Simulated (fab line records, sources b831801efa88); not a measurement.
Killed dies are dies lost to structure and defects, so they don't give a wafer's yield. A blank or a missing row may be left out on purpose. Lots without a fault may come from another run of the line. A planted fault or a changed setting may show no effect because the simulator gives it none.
Problem report in the 8D (eight disciplines) form, filled by code | flow sfq_line | the parts of the form that need people (team, actions taken, sign-off) are left out

1. THE PROBLEM
oes_product_au at SFQ_TRILAYER_M6_BARC_OPEN_METAL_ETCH_206 reads a mean of 0.843 a.u. on 4 wafers of 3 lots; wafers without a fault read 0.684 a.u. with a standard deviation of 0.0044. That is +36 standard deviations from the usual mean.
The step: etches BARC in O2, target depth 125 nm, time 41.7 s.
First seen on wafer L711.4, day 72 05:13, on rie_metal-03. The record holds 44 wafers of 15 lots with a number at this step. Rule for "out", or "out of limits": more than 4 standard deviations from the usual mean. The other wafers with a number count as sound.

2. WHAT IT IS AND WHAT IT IS NOT
question                    | is                             | is not
which readings at this step | oes_product_au, run_length_s   | drypump_motor_current_A, he_backside_leak_sccm
which lots                  | L711, L713, L716               | L694, L695, L696, L698, L699, L700, L701, L702, L703, L704, L705, L715
which wafers of those lots  | L711.4, L713.4, L716.2, L716.4 | L711.6, L713.3, L713.6, L716.5
read on which tools         | rie_metal-03                   | rie_metal-01, rie_metal-04
when                        | from day 72 05:13              | up to then (34 sound wafers); but 6 sound wafers of L713, L715, L716 came after

3. SUSPECTS, AND WHAT RULES EACH OUT
Counting: a tool at a process step up to the reading stays a suspect if it ran every lot that is out. Sound lots after the first of them don't rule it out here, since some wafers of a struck lot are sound.
- rie_metal-03 at SFQ_TRILAYER_M6_BARC_OPEN_METAL_ETCH_206 (etches BARC in O2, target depth 125 nm, time 41.7 s): kept. It ran every lot that is out, first L711 (day 72 05:13); its last sound lot up to then is L704 (day 71 09:59). Its own readings are out on those wafers: oes_product_au, run_length_s.
Left after counting: rie_metal-03 at SFQ_TRILAYER_M6_BARC_OPEN_METAL_ETCH_206.

4. THE CAUSE (what the simulator had put in)
Process parameter drift: rie_metal-03, from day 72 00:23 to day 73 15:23, at SFQ_TRILAYER_M6_BARC_OPEN_METAL_ETCH_206. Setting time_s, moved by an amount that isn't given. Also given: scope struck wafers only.
Counting left only this tool.

5. THE CHAIN OF EFFECTS, in route order
Each row: a reading whose mean over the struck wafers that have a number lies more than 3 standard deviations from the usual. Only readings for which the record gives a usual standard deviation are gone through. hours: the time from each lot's start at the first step in this table that gives one to its start at this step, as a median over the lots. sigmas: the change in usual standard deviations.
hours | step                                     | reading        | usual      | on struck wafers | change | sigmas
0     | SFQ_TRILAYER_M6_BARC_OPEN_METAL_ETCH_206 | oes_product_au | 0.684 a.u. | 0.843            | +0.159 | +36
0     | SFQ_TRILAYER_M6_BARC_OPEN_METAL_ETCH_206 | run_length_s   | 70.1 s     | 60.0             | -10.1  | -27
The process steps in it:
- SFQ_TRILAYER_M6_BARC_OPEN_METAL_ETCH_206: etches BARC in O2, target depth 125 nm, time 41.7 s.
Readings that are blank on the struck wafers while sound wafers have them: bias_w at SFQ_TRILAYER_M6_BARC_OPEN_METAL_ETCH_206.
Later measuring or inspecting steps at which every struck wafer that the step has a row for has a number for every such reading, and none has moved that far: SFQ_I6_BOW_MEAS_941, SFQ_I6_OVL_MEAS_942, SFQ_I7_OVL_MEAS_947.

6. WHAT WOULD HAVE CAUGHT IT SOONER
In this record the first reading out of limits was taken at day 72 05:13, 5 hours after the fault began at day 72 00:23.
